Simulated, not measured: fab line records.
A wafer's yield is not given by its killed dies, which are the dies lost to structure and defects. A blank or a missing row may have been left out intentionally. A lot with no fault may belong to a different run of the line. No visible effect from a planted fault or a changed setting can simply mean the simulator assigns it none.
fab line records	flow sky130	part 1 of 2: steps 1 to 28 of 40
[record] lots = 5	wafers = 15	last-day = 50
route steps=708 shown PWDE@53 NWELL@56 VT_ADJUST_HVTP@85
lots that met no fault: from a run of the same line without faults
start-h: the number of hours between the record's first day and the start of the first shown wafer of the lot	wait-h: hours since the lot's step before	" the same as in the row above	L1.1+2: one row covering several wafers at once	- value missing, or start not given	* or withheld: withheld	< > ~ a bound
route shown NAME@n: names a module that has steps shown in the file, with the first one's number in the route	usual: mean and standard deviation over wafers with no fault	same: alike in all rows	chamber/n: place in a boat	sites: the reading at each site	_std_site: the standard deviation of these	_edge_site: mean of outer sites minus mean of inner sites	radius-mm: how far each site lies from the wafer's centre	mask NAME#n: copy n	behind: the last tool/chamber to shape the wafer	hold: cause of the lot's hold/its duration in hours/its outcome	device: the n, p or np transistor that did not switch	end of line: the same wafers' tests at the end of the route	a step given without rows: its recipe and nothing more	killed: dies lost to structure and defects at the first sort, not the wafer's yield	map: per-die view of a wafer (x killed, . not killed, _ where there is no die)
set.NAME: the setting that was run; set.NAME@STEP: the one run at that earlier step	model.NAME: the simulator's own value behind a step, which no gauge read
a table for each step, a row for each wafer; lots at some steps of the route
services: a tool's chamber out of use, with start hour (start-h, from the record's first day; less than 0 if before it), hours out, and reason
[[steps]]
[step SKY_PWDE_IMPLANT_08]
[recipe] species = B	energy-kev = 150	dose-cm2 = 3.6e+12	tilt-deg = withheld
lot.wafer	tool	chamber	start-h	wait-h
L079.2+3+4	implanter-02	0	99.00	0.0
L090.3+4+6	implanter-04	0	169.82	0.1
L093.2+3+5	implanter-04	0	184.60	0.0
L095.1+2+6	implanter-01	0	190.17	0.0
L096.4+5+6	implanter-02	0	199.25	0.1
[step SKY_PWDE_STRIP_09]
[recipe] chemistry = O2/N2	power-w = 1400	pressure-mtorr = 1500	platen-temp-c = withheld	o2-flow-sccm = 3000	n2-flow-sccm = 300	overash-fraction = 0.5
[usual] drypump-motor-current-A = 5.6/0.42	oes-product-au = 0.723/0.0048	strip-time-to-endpoint-s = 36.99/0.12
lot.wafer	tool	chamber	start-h	wait-h	drypump-motor-current-A	oes-product-au	rf-hours-counter-h	strip-time-to-endpoint-s
L079.2	plasma-asher-02	0	99.12	0.1	6.0	0.721	42	37.04
L079.3	"	1	"	"	6.0	0.721	-	37.04
L079.4	"	0	"	"	6.0	0.717	-	36.91
L090.3	plasma-asher-02	1	169.96	0.1	6.0	0.725	-	36.94
L090.4	"	0	"	"	6.0	0.728	-	36.88
L090.6	"	1	"	"	6.0	0.720	-	36.95
L093.2	plasma-asher-01	1	184.72	0.1	4.9	0.721	49	37.09
L093.3	"	0	"	"	5.6	0.724	-	37.10
L093.5	"	1	"	"	4.8	0.724	-	37.00
L095.1	plasma-asher-01	0	190.32	0.1	5.6	0.720	50	37.00
L095.2	"	1	"	"	4.8	0.719	50	36.87
L095.6	"	1	"	"	4.9	0.723	-	37.09
L096.4	plasma-asher-02	1	199.35	0.1	6.0	0.718	-	36.97
L096.5	"	0	"	"	6.0	0.726	-	37.04
L096.6	"	1	"	"	6.0	0.723	-	37.00
[step SKY_PWDE_TW_MEAS_10]
[usual] PWDE_TW = 371/3.1
lot.wafer	tool	chamber	start-h	wait-h	PWDE_TW
L079.2	film-metro-04	-	99.23	0.1	371
L079.3	"	-	"	"	370
L079.4	"	-	"	"	370
L090.3	film-metro-04	-	170.04	0.1	372
L090.4	"	-	"	"	372
L090.6	"	-	"	"	373
L093.2	film-metro-03	-	184.83	0.1	369
L093.3	"	-	"	"	367
L093.5	"	-	"	"	370
L095.1	film-metro-01	-	190.42	0.1	373
L095.2	"	-	"	"	376
L095.6	"	-	"	"	377
L096.4	film-metro-03	-	199.45	0.1	366
L096.5	"	-	"	"	366
L096.6	"	-	"	"	366
[step SKY_NWELL_DEHYDRATE_03]
[recipe] temp-c = 200	time-s = 60
[usual] exhaust-pa = 44.9/0.81
lot.wafer	tool	chamber	start-h	wait-h	exhaust-pa
L079.2	litho-track-03	0	107.85	8.6	45.2
L079.3	"	0	"	"	43.8
L079.4	"	0	"	"	44.5
L090.3	litho-track-02	0	179.99	9.9	44.6
L090.4	"	0	"	"	46.5
L090.6	"	0	"	"	46.1
L093.2	litho-track-01	0	194.84	10.0	44.5
L093.3	"	0	"	"	45.1
L093.5	"	0	"	"	43.5
L095.1	litho-track-03	0	200.07	9.6	45.6
L095.2	"	0	"	"	45.2
L095.6	"	0	"	"	46.0
L096.4	litho-track-02	0	209.96	10.5	45.3
L096.5	"	0	"	"	45.7
L096.6	"	0	"	"	44.4
[step SKY_NWELL_HMDS_04]
[recipe] prime-time-s = 61.59	prime-temp-c = 120
[usual] exhaust-pa = 44.9/0.92
lot.wafer	tool	chamber	start-h	wait-h	exhaust-pa
L079.2	litho-track-03	0	108.00	0.1	45.0
L079.3	"	0	"	"	44.3
L079.4	"	0	"	"	45.4
L090.3	litho-track-02	0	180.14	0.1	45.4
L090.4	"	0	"	"	45.5
L090.6	"	0	"	"	47.7
L093.2	litho-track-01	0	194.99	0.1	45.6
L093.3	"	0	"	"	46.4
L093.5	"	0	"	"	46.2
L095.1	litho-track-03	0	200.22	0.1	45.6
L095.2	"	0	"	"	46.4
L095.6	"	0	"	"	45.4
L096.4	litho-track-02	0	210.11	0.1	44.5
L096.5	"	0	"	"	44.3
L096.6	"	0	"	"	43.7
[step SKY_NWELL_COAT_05]
[recipe] spin-rpm = 2000	resist-thk-nm = 3000
[usual] exhaust-pa = 45.0/1.1
lot.wafer	tool	chamber	start-h	wait-h	exhaust-pa
L079.2	litho-track-03	0	108.15	0.1	46.3
L079.3	"	0	"	"	45.8
L079.4	"	0	"	"	45.0
L090.3	litho-track-02	0	180.29	0.1	44.5
L090.4	"	0	"	"	44.2
L090.6	"	0	"	"	44.6
L093.2	litho-track-01	0	195.14	0.1	44.9
L093.3	"	0	"	"	44.2
L093.5	"	0	"	"	45.5
L095.1	litho-track-03	0	200.37	0.1	44.9
L095.2	"	0	"	"	44.4
L095.6	"	0	"	"	43.9
L096.4	litho-track-02	0	210.26	0.1	45.2
L096.5	"	0	"	"	44.8
L096.6	"	0	"	"	45.4
[step SKY_NWELL_SOFTBAKE_06]
[recipe] temp-c = 110	time-s = withheld
[usual] exhaust-pa = 44.9/0.83
lot.wafer	tool	chamber	start-h	wait-h	exhaust-pa
L079.2	litho-track-03	0	108.31	0.1	45.7
L079.3	"	0	"	"	44.4
L079.4	"	0	"	"	44.7
L090.3	litho-track-02	0	180.45	0.1	43.6
L090.4	"	0	"	"	43.0
L090.6	"	0	"	"	45.2
L093.2	litho-track-01	0	195.30	0.1	44.5
L093.3	"	0	"	"	44.3
L093.5	"	0	"	"	44.4
L095.1	litho-track-03	0	200.52	0.1	44.0
L095.2	"	0	"	"	43.7
L095.6	"	0	"	"	44.9
L096.4	litho-track-02	0	210.44	0.1	43.5
L096.5	"	0	"	"	45.8
L096.6	"	0	"	"	43.2
[step SKY_NWELL_EXPOSE_07]
[recipe] mask-id = NWM	na = 0.6	source-shape = conventional	sigma-outer = 0.6	polarization = unpolarized	target-cd-nm = 840	dose-mj = 255
lot.wafer	tool	chamber	start-h	wait-h	mask
L079.2+3+4	iline-stepper-01	0	-	-	NWM#0
L090.3+4+6	iline-stepper-02	0	-	-	NWM#0
L093.2+3+5	iline-stepper-02	0	-	-	NWM#0
L095.1+2+6	iline-stepper-02	0	-	-	NWM#0
L096.4+5+6	iline-stepper-01	0	-	-	NWM#0
[step SKY_NWELL_PEB_08]
[recipe] temp-c = 115	time-s = withheld
[usual] exhaust-pa = 45.0/0.89
lot.wafer	tool	chamber	start-h	wait-h	exhaust-pa
L079.2	litho-track-01	0	-	-	45.4
L079.3	"	0	"	"	45.6
L079.4	"	0	"	"	46.1
L090.3	litho-track-02	0	-	-	45.8
L090.4	"	0	"	"	45.3
L090.6	"	0	"	"	44.9
L093.2	litho-track-03	0	-	-	43.7
L093.3	"	0	"	"	44.3
L093.5	"	0	"	"	45.1
L095.1	litho-track-01	0	-	-	46.4
L095.2	"	0	"	"	45.2
L095.6	"	0	"	"	44.2
L096.4	litho-track-02	0	-	-	44.2
L096.5	"	0	"	"	45.7
L096.6	"	0	"	"	45.3
[step SKY_NWELL_DEVELOP_09]
[recipe] wall-angle-deg = 90	developer = TMAH	develop-time-s = 60	dev-temp-c = 23
[usual] exhaust-pa = 45.3/0.8
lot.wafer	tool	chamber	start-h	wait-h	exhaust-pa
L079.2	litho-track-01	0	-	-	45.4
L079.3	"	0	"	"	46.3
L079.4	"	0	"	"	45.2
L090.3	litho-track-02	0	-	-	44.0
L090.4	"	0	"	"	46.2
L090.6	"	0	"	"	44.9
L093.2	litho-track-03	0	-	-	45.1
L093.3	"	0	"	"	43.9
L093.5	"	0	"	"	45.3
L095.1	litho-track-01	0	-	-	45.6
L095.2	"	0	"	"	47.4
L095.6	"	0	"	"	45.4
L096.4	litho-track-02	0	-	-	45.0
L096.5	"	0	"	"	44.8
L096.6	"	0	"	"	44.3
[step SKY_NWELL_OVL_MEAS_10]
[usual] NWELL_00_OVL = 0.1/1.3
lot.wafer	tool	chamber	start-h	wait-h	NWELL_00_OVL[nm]
L079.2	overlay-02	-	117.37	-	0.0
L079.3	"	-	"	"	0.4
L079.4	"	-	"	"	-0.3
L090.3	overlay-01	-	190.75	-	-0.4
L090.4	"	-	"	"	-1.7
L090.6	"	-	"	"	-1.9
L093.2	overlay-01	-	205.98	-	0.8
L093.3	"	-	"	"	0.2
L093.5	"	-	"	"	1.2
L095.1	overlay-01	-	211.97	-	0.5
L095.2	"	-	"	"	3.4
L095.6	"	-	"	"	-1.0
L096.4	overlay-01	-	221.50	-	1.7
L096.5	"	-	"	"	-1.5
L096.6	"	-	"	"	1.3
[step SKY_NWELL_IMPLANT_11]
[recipe] species = P	energy-kev = 400	dose-cm2 = 1.9e+13	tilt-deg = withheld
lot.wafer	tool	chamber	start-h	wait-h
L079.2+3+4	implanter-01	0	117.43	0.0
L090.3+4+6	implanter-01	0	190.82	0.1
L093.2+3+5	implanter-02	0	206.04	0.0
L095.1+2+6	implanter-02	0	212.00	0.0
L096.4+5+6	implanter-02	0	221.60	0.1
[step SKY_NWELL_IMPLANT_12]
[recipe] species = P	energy-kev = 120	dose-cm2 = 1.3e+12	tilt-deg = withheld
lot.wafer	tool	chamber	start-h	wait-h
L079.2+3+4	implanter-01	0	117.58	0.1
L090.3+4+6	implanter-01	0	190.97	0.1
L093.2+3+5	implanter-02	0	206.19	0.1
L095.1+2+6	implanter-02	0	212.15	0.1
L096.4+5+6	implanter-02	0	221.75	0.1
[step SKY_NWELL_IMPLANT_13]
[recipe] species = P	energy-kev = 50	dose-cm2 = 7e+11	tilt-deg = withheld
lot.wafer	tool	chamber	start-h	wait-h
L079.2+3+4	implanter-01	0	117.73	0.1
L090.3+4+6	implanter-01	0	191.12	0.1
L093.2+3+5	implanter-02	0	206.34	0.1
L095.1+2+6	implanter-02	0	212.30	0.1
L096.4+5+6	implanter-02	0	221.90	0.1
[step SKY_NWELL_STRIP_14]
[recipe] chemistry = O2/N2	power-w = 1400	pressure-mtorr = 1500	platen-temp-c = withheld	o2-flow-sccm = 3000	n2-flow-sccm = 300	overash-fraction = 0.5
[usual] drypump-motor-current-A = 5.76/0.26	oes-product-au = 0.722/0.0043	strip-time-to-endpoint-s = 37.02/0.11
lot.wafer	tool	chamber	start-h	wait-h	drypump-motor-current-A	oes-product-au	rf-hours-counter-h	strip-time-to-endpoint-s
L079.2	plasma-asher-02	1	117.85	0.1	6.03	0.718	0	37.02
L079.3	"	1	"	"	6.03	0.713	-	36.89
L079.4	"	0	"	"	6.01	0.723	-	36.92
L090.3	plasma-asher-02	1	191.26	0.1	6.01	0.722	-	36.96
L090.4	"	0	"	"	5.99	0.726	-	36.92
L090.6	"	0	"	"	5.98	0.724	-	36.86
L093.2	plasma-asher-03	1	206.46	0.1	5.73	0.724	38	36.89
L093.3	"	1	"	"	5.76	0.724	-	36.98
L093.5	"	0	"	"	5.87	0.725	-	36.98
L095.1	plasma-asher-04	1	212.45	0.1	5.23	0.726	53	37.04
L095.2	"	0	"	"	5.52	0.719	53	37.10
L095.6	"	0	"	"	5.53	0.722	-	37.16
L096.4	plasma-asher-03	0	222.01	0.1	5.83	0.723	-	37.10
L096.5	"	1	"	"	5.76	0.725	-	36.99
L096.6	"	0	"	"	5.82	0.723	-	37.00
[step SKY_NWELL_TW_MEAS_15]
[usual] NWELL_TW = 1808/18
lot.wafer	tool	chamber	start-h	wait-h	NWELL_TW
L079.2	film-metro-04	-	117.97	0.1	1804
L079.3	"	-	"	"	1807
L079.4	"	-	"	"	1815
L090.3	film-metro-04	-	191.34	0.1	1807
L090.4	"	-	"	"	1803
L090.6	"	-	"	"	1806
L093.2	film-metro-01	-	206.57	0.1	1845
L093.3	"	-	"	"	1838
L093.5	"	-	"	"	1844
L095.1	film-metro-01	-	212.55	0.1	1834
L095.2	"	-	"	"	1830
L095.6	"	-	"	"	1842
L096.4	film-metro-03	-	222.10	0.1	1794
L096.5	"	-	"	"	1802
L096.6	"	-	"	"	1808
[step SKY_NWELL_DEHYDRATE_16]
[recipe] temp-c = 200	time-s = 60
[usual] exhaust-pa = 44.8/1
lot.wafer	tool	chamber	start-h	wait-h	exhaust-pa
L079.2	litho-track-02	0	126.11	8.1	44.7
L079.3	"	0	"	"	44.2
L079.4	"	0	"	"	44.2
L090.3	litho-track-02	0	200.74	9.4	45.9
L090.4	"	0	"	"	45.7
L090.6	"	0	"	"	46.7
L093.2	litho-track-01	0	217.54	11.0	44.1
L093.3	"	0	"	"	43.2
L093.5	"	0	"	"	44.8
L095.1	litho-track-02	0	223.04	10.5	44.8
L095.2	"	0	"	"	44.7
L095.6	"	0	"	"	45.0
L096.4	litho-track-01	0	233.39	11.3	45.8
L096.5	"	0	"	"	46.0
L096.6	"	0	"	"	45.6
[step SKY_NWELL_HMDS_17]
[recipe] prime-time-s = 60	prime-temp-c = 120
[usual] exhaust-pa = 45.0/0.85
lot.wafer	tool	chamber	start-h	wait-h	exhaust-pa
L079.2	litho-track-02	0	126.26	0.1	44.7
L079.3	"	0	"	"	45.0
L079.4	"	0	"	"	44.2
L090.3	litho-track-02	0	200.89	0.1	45.3
L090.4	"	0	"	"	45.5
L090.6	"	0	"	"	44.4
L093.2	litho-track-01	0	217.69	0.1	44.6
L093.3	"	0	"	"	44.0
L093.5	"	0	"	"	43.4
L095.1	litho-track-02	0	223.19	0.1	46.1
L095.2	"	0	"	"	45.0
L095.6	"	0	"	"	44.3
L096.4	litho-track-01	0	233.54	0.1	45.8
L096.5	"	0	"	"	44.5
L096.6	"	0	"	"	45.8
[step SKY_NWELL_COAT_18]
[recipe] spin-rpm = 2000	resist-thk-nm = 3000
[usual] exhaust-pa = 45.0/0.95
lot.wafer	tool	chamber	start-h	wait-h	exhaust-pa
L079.2	litho-track-02	0	126.41	0.1	46.2
L079.3	"	0	"	"	43.8
L079.4	"	0	"	"	45.2
L090.3	litho-track-02	0	201.04	0.1	43.9
L090.4	"	0	"	"	45.0
L090.6	"	0	"	"	44.3
L093.2	litho-track-01	0	217.84	0.1	45.6
L093.3	"	0	"	"	44.6
L093.5	"	0	"	"	43.8
L095.1	litho-track-02	0	223.34	0.1	45.7
L095.2	"	0	"	"	44.8
L095.6	"	0	"	"	46.0
L096.4	litho-track-01	0	233.69	0.1	45.3
L096.5	"	0	"	"	45.6
L096.6	"	0	"	"	45.9
[step SKY_NWELL_SOFTBAKE_19]
[recipe] temp-c = 110	time-s = withheld
[usual] exhaust-pa = 45.0/0.97
lot.wafer	tool	chamber	start-h	wait-h	exhaust-pa
L079.2	litho-track-02	0	126.57	0.1	45.3
L079.3	"	0	"	"	45.2
L079.4	"	0	"	"	45.0
L090.3	litho-track-02	0	201.20	0.1	47.0
L090.4	"	0	"	"	47.2
L090.6	"	0	"	"	45.9
L093.2	litho-track-01	0	218.00	0.1	44.2
L093.3	"	0	"	"	45.7
L093.5	"	0	"	"	46.8
L095.1	litho-track-02	0	223.49	0.1	44.2
L095.2	"	0	"	"	44.6
L095.6	"	0	"	"	42.4
L096.4	litho-track-01	0	233.87	0.1	45.0
L096.5	"	0	"	"	44.9
L096.6	"	0	"	"	44.8
[step SKY_NWELL_EXPOSE_20]
[recipe] mask-id = NWM_COMPLEMENT	na = 0.6	source-shape = conventional	sigma-outer = 0.6	polarization = unpolarized	target-cd-nm = 840	dose-mj = 260
lot.wafer	tool	chamber	start-h	wait-h	mask
L079.2+3+4	iline-stepper-02	0	-	-	NWM_COMPLEMENT#0
L090.3+4+6	iline-stepper-01	0	-	-	NWM_COMPLEMENT#0
L093.2+3+5	iline-stepper-01	0	-	-	NWM_COMPLEMENT#0
L095.1+2+6	iline-stepper-01	0	-	-	NWM_COMPLEMENT#0
L096.4+5+6	iline-stepper-02	0	-	-	NWM_COMPLEMENT#0
[step SKY_NWELL_PEB_21]
[recipe] temp-c = 115	time-s = withheld
[usual] exhaust-pa = 44.9/1.1
lot.wafer	tool	chamber	start-h	wait-h	exhaust-pa
L079.2	litho-track-02	0	-	-	45.2
L079.3	"	0	"	"	45.1
L079.4	"	0	"	"	44.7
L090.3	litho-track-02	0	-	-	45.8
L090.4	"	0	"	"	46.0
L090.6	"	0	"	"	46.9
L093.2	litho-track-01	0	-	-	44.0
L093.3	"	0	"	"	43.9
L093.5	"	0	"	"	44.0
L095.1	litho-track-01	0	-	-	44.2
L095.2	"	0	"	"	46.2
L095.6	"	0	"	"	45.9
L096.4	litho-track-01	0	-	-	43.8
L096.5	"	0	"	"	44.6
L096.6	"	0	"	"	44.0
[step SKY_NWELL_DEVELOP_22]
[recipe] wall-angle-deg = 90	developer = TMAH	develop-time-s = 60	dev-temp-c = 23
[usual] exhaust-pa = 45.0/0.81
lot.wafer	tool	chamber	start-h	wait-h	exhaust-pa
L079.2	litho-track-02	0	-	-	43.9
L079.3	"	0	"	"	44.5
L079.4	"	0	"	"	44.9
L090.3	litho-track-02	0	-	-	45.2
L090.4	"	0	"	"	44.1
L090.6	"	0	"	"	46.0
L093.2	litho-track-01	0	-	-	45.2
L093.3	"	0	"	"	45.0
L093.5	"	0	"	"	45.2
L095.1	litho-track-01	0	-	-	44.3
L095.2	"	0	"	"	44.8
L095.6	"	0	"	"	43.6
L096.4	litho-track-01	0	-	-	45.1
L096.5	"	0	"	"	45.1
L096.6	"	0	"	"	43.9
[step SKY_NWELL_OVL_MEAS_23]
[usual] NWELL_01_OVL = 1.1/1.1
lot.wafer	tool	chamber	start-h	wait-h	NWELL_01_OVL[nm]
L079.2	overlay-01	-	135.29	-	1.3
L079.3	"	-	"	"	2.0
L079.4	"	-	"	"	0.7
L090.3	overlay-01	-	212.40	-	-0.6
L090.4	"	-	"	"	0.9
L090.6	"	-	"	"	3.1
L093.2	overlay-01	-	229.22	-	0.8
L093.3	"	-	"	"	0.1
L093.5	"	-	"	"	3.2
L095.1	overlay-01	-	235.87	-	1.8
L095.2	"	-	"	"	2.5
L095.6	"	-	"	"	4.8
L096.4	overlay-02	-	245.43	-	1.2
L096.5	"	-	"	"	-0.8
L096.6	"	-	"	"	1.5
[step SKY_NWELL_IMPLANT_24]
[recipe] species = B	energy-kev = 140	dose-cm2 = 9.2e+12	tilt-deg = withheld
lot.wafer	tool	chamber	start-h	wait-h
L079.2+3+4	implanter-01	0	135.35	0.0
L090.3+4+6	implanter-03	0	212.47	0.1
L093.2+3+5	implanter-01	0	229.28	0.0
L095.1+2+6	implanter-03	0	235.90	0.0
L096.4+5+6	implanter-01	0	245.53	0.1
[step SKY_NWELL_STRIP_25]
[recipe] chemistry = O2/N2	power-w = 1400	pressure-mtorr = 1500	platen-temp-c = withheld	o2-flow-sccm = 3000	n2-flow-sccm = 300	overash-fraction = 0.5
[usual] drypump-motor-current-A = 5.71/0.3	oes-product-au = 0.723/0.0045	strip-time-to-endpoint-s = 37.01/0.089
lot.wafer	tool	chamber	start-h	wait-h	drypump-motor-current-A	oes-product-au	rf-hours-counter-h	strip-time-to-endpoint-s
L079.2	plasma-asher-03	1	135.47	0.1	5.77	0.725	32	37.06
L079.3	"	0	"	"	5.91	0.721	-	37.13
L079.4	"	1	"	"	5.77	0.730	-	37.12
L090.3	plasma-asher-02	1	212.61	0.1	6.02	0.727	-	37.05
L090.4	"	0	"	"	6.01	0.716	-	36.96
L090.6	"	1	"	"	5.98	0.721	-	36.99
L093.2	plasma-asher-02	0	229.40	0.1	6.00	0.726	11	37.16
L093.3	"	1	"	"	6.00	0.722	-	37.15
L093.5	"	0	"	"	6.02	0.731	-	37.17
L095.1	plasma-asher-02	0	236.05	0.1	5.99	0.718	12	36.95
L095.2	"	1	"	"	6.05	0.718	12	37.03
L095.6	"	1	"	"	6.00	0.729	-	36.97
L096.4	plasma-asher-02	0	245.64	0.1	6.01	0.719	-	36.95
L096.5	"	0	"	"	6.04	0.724	-	36.97
L096.6	"	1	"	"	6.03	0.730	-	37.02
[step SKY_NWELL_TW_MEAS_26]
[usual] NWELL_2_TW = 493/4.7
lot.wafer	tool	chamber	start-h	wait-h	NWELL_2_TW
L079.2	film-metro-01	-	135.58	0.1	496
L079.3	"	-	"	"	499
L079.4	"	-	"	"	499
L090.3	film-metro-03	-	212.69	0.1	487
L090.4	"	-	"	"	486
L090.6	"	-	"	"	487
L093.2	film-metro-01	-	229.51	0.1	502
L093.3	"	-	"	"	501
L093.5	"	-	"	"	501
L095.1	film-metro-03	-	236.15	0.1	487
L095.2	"	-	"	"	489
L095.6	"	-	"	"	489
L096.4	film-metro-04	-	245.73	0.1	489
L096.5	"	-	"	"	489
L096.6	"	-	"	"	489
[step SKY_NWELL_CLEAN_27]
[recipe] chemistry = SC1/SC2	mix = 1:4:20	temp-c = 70	time-s = 150	dry = n2-spin
lot.wafer	tool	chamber	start-h	wait-h
L079.2+3+4	wet-bench-01	2	135.63	0.0
L090.3+4+6	wet-bench-03	0	212.73	0.0
L093.2+3+5	wet-bench-03	1	229.56	0.0
L095.1+2+6	wet-bench-02	3	236.21	0.1
L096.4+5+6	wet-bench-03	3	245.76	0.0
